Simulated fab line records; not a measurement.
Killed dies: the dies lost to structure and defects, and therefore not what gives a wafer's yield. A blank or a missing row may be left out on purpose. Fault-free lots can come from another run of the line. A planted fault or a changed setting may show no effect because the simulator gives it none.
One fault through the eyes of 2 desks -- flow gf180mcu -- numbers are kept per desk, each desk with only its own; the story behind them comes last

## TOOL OWNER'S DESK, implanter-01
The tool's own readings at GF_MVPSD_IMPLANT_09: means of the sampled wafers that have a number, for each lot that ran on this tool. The brackets show how far a lot's mean lies from the usual mean; more than 4 standard deviations puts the lot out of limits, marked OUT.
Columns: A = beamOnS at GF_MVPSD_IMPLANT_09, usual 9.99 s; B = faradayCurrentUA at GF_MVPSD_IMPLANT_09, usual 28.2
lot,first seen here,A,B
L373,day 5 17:53,10.01,28.2
L376,day 6 11:35,10.16,27.7
L377,day 6 18:23,10.05,28.0
L380,day 7 11:35,9.97,28.2
L381,day 7 19:44,9.88,28.5
L384,day 8 12:52,9.99,28.1
L387,day 9 09:13,9.81,28.7
L389,day 9 21:38,10.18,27.7
Result from this desk: across the 8 lots, nothing is out of limits.

## AT THE METROLOGY DESK
Means of the sampled wafers that have a number, per lot and without regard to the tool the lot ran on: this is what the gauges read. The brackets show how far a lot's mean lies from the usual mean; more than 4 standard deviations puts the lot out of limits, marked OUT.
Columns: A = cdNm at GF_STI_CD_MEAS_12, usual 220.2 nm; B = MVPSD_RS at GF_VT_IMPLANT_RS_MEAS_49, usual 1168.9 ohm/sq; C = POLY_GATE_OXIDATION_THK at GF_POLY_GATE_THK_MEAS_17, usual 3.98 nm
lot,first seen here,A,B,C
L371,day 2 06:31,219.9,1169.9,3.86
L373,day 2 16:22,220.8,1170.8,3.98
L374,day 2 22:03,218.1,1169.6,4.00
L376,day 3 07:33,218.3,1168.9,3.94
L377,day 3 13:28,222.7,1166.9,4.12
L380,day 4 04:28,220.4,1171.3,4.09
L381,day 4 11:40,221.3,1166.3,3.91
L382,day 4 14:49,220.0,1170.1,3.91
L384,day 5 01:14,219.1,1187.9 (+6.5) OUT,3.96
L387,day 5 18:59,221.9,1178.8,4.02
L389,day 6 02:43,220.6,1193.6 (+8.5) OUT,4.04
L391,day 6 12:58,219.8,1168.7,3.99
L393,day 7 00:58,220.3,1169.2,3.88
This desk's result: L384, L389 out of limits, first on L384 (MVPSD_RS at GF_VT_IMPLANT_RS_MEAS_49), day 11 12:02. L371, L373, L374, L376, L377, L380, L381, L382, L387, L391, L393: within limits.

## TAKEN TOGETHER
On L384, L389, the metrology desk was in a position to raise an alarm at day 11 12:02.
Nothing out of limits was seen by the tool owner's desk.
On record at the tool owner's desk: L384, L389, within its limits.
All the named lots went through GF_MVPSD_IMPLANT_09 on implanter-01.

## WHAT HAD BEEN PUT IN BY THE SIMULATOR
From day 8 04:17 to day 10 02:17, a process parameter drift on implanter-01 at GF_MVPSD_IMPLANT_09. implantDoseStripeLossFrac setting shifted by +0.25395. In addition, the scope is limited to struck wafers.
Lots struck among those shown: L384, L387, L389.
Per desk, hours elapsed from the start of the fault to the first reading out of limits: for the metrology desk, 80.
